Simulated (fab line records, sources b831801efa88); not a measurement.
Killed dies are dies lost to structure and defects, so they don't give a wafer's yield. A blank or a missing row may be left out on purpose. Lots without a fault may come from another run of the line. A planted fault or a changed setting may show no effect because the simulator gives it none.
Which tool did it? | flow sky130 | 11 lots, 33 wafers sampled, at 7 steps of a route of 708

WHAT THE GAUGES READ, wafer by wafer
SKY_POLY_CUT_CD_MEAS_08: target cd 270 nm.
lot  | measured     | on        | cd_nm (nm)
L257 | day 25 16:03 | cd_sem-01 | 269.2 269.3 269.3
L258 | day 25 19:36 | cd_sem-02 | 269.8 270.2 271.0
L261 | day 26 17:43 | cd_sem-02 | 269.9 271.2 270.1
L263 | day 27 12:33 | cd_sem-02 | 272.2 272.8 272.4
L264 | day 27 18:04 | cd_sem-01 | 269.5 269.9 269.7
L266 | day 28 13:13 | cd_sem-02 | 269.8 270.2 270.6
L267 | day 28 23:41 | cd_sem-01 | 269.4 269.2 268.5
L269 | day 29 20:23 | cd_sem-01 | 270.9 271.6 272.2
L275 | day 31 11:02 | cd_sem-02 | 270.1 270.2 271.5
L277 | day 31 17:56 | cd_sem-02 | 268.7 269.0 270.2
L279 | day 32 07:37 | cd_sem-02 | 271.5 271.7 272.9

SKY_LI_CONTACT_RS_MEAS_22: measures by four-point-probe.
lot  | measured     | on            | LI_CONTACT_W_RS (ohm/sq)
L257 | day 30 15:02 | film_metro-02 | 0.290 0.286 0.290
L258 | day 30 17:53 | film_metro-03 | 0.286 0.286 0.283
L261 | day 31 14:07 | film_metro-03 | 0.285 0.285 0.289
L263 | day 32 11:03 | film_metro-02 | 0.287 0.289 0.285
L264 | day 32 16:36 | film_metro-03 | 0.283 0.284 0.282
L266 | day 33 08:42 | film_metro-02 | 0.291 0.292 0.290
L267 | day 33 18:11 | film_metro-01 | 0.288 0.282 0.288
L269 | day 34 14:19 | film_metro-02 | 0.286 0.286 0.287
L275 | day 36 03:58 | film_metro-01 | 0.285 0.288 0.287
L277 | day 36 11:32 | film_metro-02 | 0.405 0.389 0.407
L279 | day 36 23:04 | film_metro-03 | 0.395 0.385 0.398

SKY_LI_CONTACT_THK_MEAS_23: measures by xrf.
lot  | measured     | on            | LI_CONTACT_W_THK (nm)
L257 | day 30 15:08 | film_metro-02 | 405 415 408
L258 | day 30 17:59 | film_metro-03 | 420 420 423
L261 | day 31 14:14 | film_metro-03 | 417 417 411
L263 | day 32 11:09 | film_metro-02 | 410 408 414
L264 | day 32 16:43 | film_metro-03 | 422 424 423
L266 | day 33 08:49 | film_metro-02 | 405 404 405
L267 | day 33 18:17 | film_metro-01 | 405 415 409
L269 | day 34 14:25 | film_metro-02 | 417 414 416
L275 | day 36 04:05 | film_metro-01 | 406 402 399
L277 | day 36 11:38 | film_metro-02 | 288 300 287
L279 | day 36 23:11 | film_metro-03 | 300 310 299

SKY_CONTACT_THK_MEAS_26: measures by xrf.
lot  | measured     | on            | CONTACT_W_THK (nm)
L257 | day 33 02:26 | film_metro-04 | 343 347 343
L258 | day 33 04:33 | film_metro-03 | 351 352 354
L261 | day 34 01:07 | film_metro-03 | 361 357 362
L263 | day 34 21:41 | film_metro-02 | 360 361 355
L264 | day 35 02:50 | film_metro-04 | 344 339 342
L266 | day 35 18:07 | film_metro-04 | 346 338 343
L267 | day 36 02:32 | film_metro-03 | 359 358 354
L269 | day 36 23:47 | film_metro-02 | 350 358 351
L275 | day 38 11:55 | film_metro-02 | 347 353 352
L277 | day 38 19:40 | film_metro-02 | 351 345 351
L279 | day 39 05:59 | film_metro-03 | 362 359 362

WHICH TOOL RAN EACH LOT (tool, then ch and the chambers of the sampled wafers, then the start)
lot  | SKY_LI_CONTACT_CVD_21         | SKY_LI_CONTACT_CMP_24         | SKY_CONTACT_CVD_00
L257 | cvd_w-02 ch 0,1, day 30 14:53 | cmp-02 ch 0,1,2, day 30 15:11 | pecvd-02 ch 0,2, day 31 20:54
L258 | cvd_w-02 ch 0,1, day 30 17:46 | cmp-01 ch 0,2, day 30 18:05   | pecvd-03 ch 0,1, day 31 22:25
L261 | cvd_w-02 ch 0,1, day 31 14:00 | cmp-01 ch 2,3, day 31 14:21   | pecvd-02 ch 0,1,2, day 32 19:52
L263 | cvd_w-01 ch 0,1, day 32 10:56 | cmp-01 ch 0,2, day 32 11:14   | pecvd-02 ch 1,2, day 33 16:41
L264 | cvd_w-01 ch 0, day 32 16:29   | cmp-02 ch 0,1,3, day 32 17:04 | pecvd-03 ch 0,2, day 33 21:41
L266 | cvd_w-02 ch 0, day 33 08:27   | cmp-01 ch 1,3, day 33 08:56   | pecvd-02 ch 0,1,2, day 34 12:48
L267 | cvd_w-01 ch 0,1, day 33 18:02 | cmp-02 ch 0,1,3, day 33 18:20 | pecvd-04 ch 0,2, day 34 21:56
L269 | cvd_w-01 ch 0,1, day 34 14:11 | cmp-02 ch 1,2,3, day 34 14:32 | pecvd-03 ch 0,1,2, day 35 19:04
L275 | cvd_w-01 ch 0,1, day 36 03:50 | cmp-01 ch 1,2,3, day 36 04:21 | pecvd-03 ch 0,1,2, day 37 07:29
L277 | cvd_w-02 ch 0,1, day 36 11:23 | cmp-02 ch 0,3, day 36 11:41   | pecvd-03 ch 0,1, day 37 15:10
L279 | cvd_w-02 ch 0,1, day 36 22:56 | cmp-02 ch 0,2,3, day 36 23:17 | pecvd-03 ch 0,1,2, day 38 02:49
- SKY_LI_CONTACT_CVD_21: deposits W, target thk 400 nm, time 120.56 s.
- SKY_LI_CONTACT_CMP_24: polishes, stops on PSG, t overpolish 20 s, target thk 0 nm.
- SKY_CONTACT_CVD_00: deposits Si3N4, target thk 75 nm.

WHAT THE TOOLS THEMSELVES READ (means of the sampled wafers that have a number; where no wafer has one, the mark that the record gives instead)
SKY_LI_CONTACT_CVD_21.
lot  | tool     | heater_power_w (W) | susceptor_temp_C (C)
L257 | cvd_w-02 | 834                | 400.26
L258 | cvd_w-02 | 803                | 400.27
L261 | cvd_w-02 | 804                | 399.95
L263 | cvd_w-01 | 845                | 399.94
L264 | cvd_w-01 | 748                | 400.21
L266 | cvd_w-02 | 873                | 399.87
L267 | cvd_w-01 | 846                | 399.89
L269 | cvd_w-01 | 839                | 400.00
L275 | cvd_w-01 | 842                | 399.87
L277 | cvd_w-02 | 756                | 382.52
L279 | cvd_w-02 | 755                | 382.55

SKY_LI_CONTACT_CMP_24.
lot  | tool   | motor_current_A (A) | time_to_endpoint_s (s)
L257 | cmp-02 | 10.0                | 94
L258 | cmp-01 | 10.3                | 95
L261 | cmp-01 | 10.8                | 97
L263 | cmp-01 | 10.5                | 97
L264 | cmp-02 | 10.1                | 95
L266 | cmp-01 | 11.3                | 98
L267 | cmp-02 | 10.4                | 95
L269 | cmp-02 | 10.2                | 95
L275 | cmp-01 | 10.9                | 95
L277 | cmp-02 | 10.3                | 71
L279 | cmp-02 | 9.9                 | 72

SKY_CONTACT_CVD_00.
lot  | tool     | heater_power_w (W) | susceptor_temp_C (C)
L257 | pecvd-02 | 740                | 400.25
L258 | pecvd-03 | 752                | 399.99
L261 | pecvd-02 | 749                | 399.92
L263 | pecvd-02 | 819                | 399.85
L264 | pecvd-03 | 707                | 399.90
L266 | pecvd-02 | 760                | 400.16
L267 | pecvd-04 | 671                | 399.88
L269 | pecvd-03 | 684                | 399.87
L275 | pecvd-03 | 725                | 399.95
L277 | pecvd-03 | 754                | 399.97
L279 | pecvd-03 | 700                | 399.97

THE ANSWER, worked out from the rows above alone
Rule: what is usual is taken from the lots themselves. Put in order of their means at a reading, lots are off if they are a third of the lots or fewer, leave a main group of 4 or more, and stand apart from it by a gap of 3 or more times the standard deviation of the main group's means; of several such gaps the widest counts. A main group whose means are all the same, to the digits that the tables above print for the reading, isn't used. A lot without any number at a reading at which 4 lots or more have one is off too. The other lots that the step has rows for count as sound. The gauges are gone through in route order, then the tools' own readings, and for those a lot's mean is taken as printed above. The first step at which some lot is off is used, and at that step the reading that is off furthest; a lot without a number counts as furthest.
Off: L277, L279, at SKY_LI_CONTACT_RS_MEAS_22 (LI_CONTACT_W_RS). The main group: mean 0.287 ohm/sq, standard deviation 0.0021.
A tool fits if, at a process step before that reading, it ran every lot that is off, and no sound lot after the first of them. The gauges at SKY_LI_CONTACT_RS_MEAS_22 aren't tried: what is off there is off at SKY_LI_CONTACT_CVD_21 too, on other tools, and a gauge's error can't cause that. One fits: cvd_w-02 at SKY_LI_CONTACT_CVD_21. Its last sound lot is L266 (day 33 08:27), its first lot that is off L277 (day 36 11:23): a fault that began between those two fits.
The tool's own readings at SKY_LI_CONTACT_CVD_21 bear it out: on the lots that are off they differ by more than 5 times the standard deviation of the sound lots' means. susceptor_temp_C reads 382.53 C there against 400.03 C on the sound lots.

WHAT THE SIMULATOR HAD PUT IN
Process parameter drift: cvd_w-02, from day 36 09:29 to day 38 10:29, at SKY_LI_CONTACT_CVD_21. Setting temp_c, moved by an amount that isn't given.
Lots struck among those shown: L277, L279. The rule above found the same.
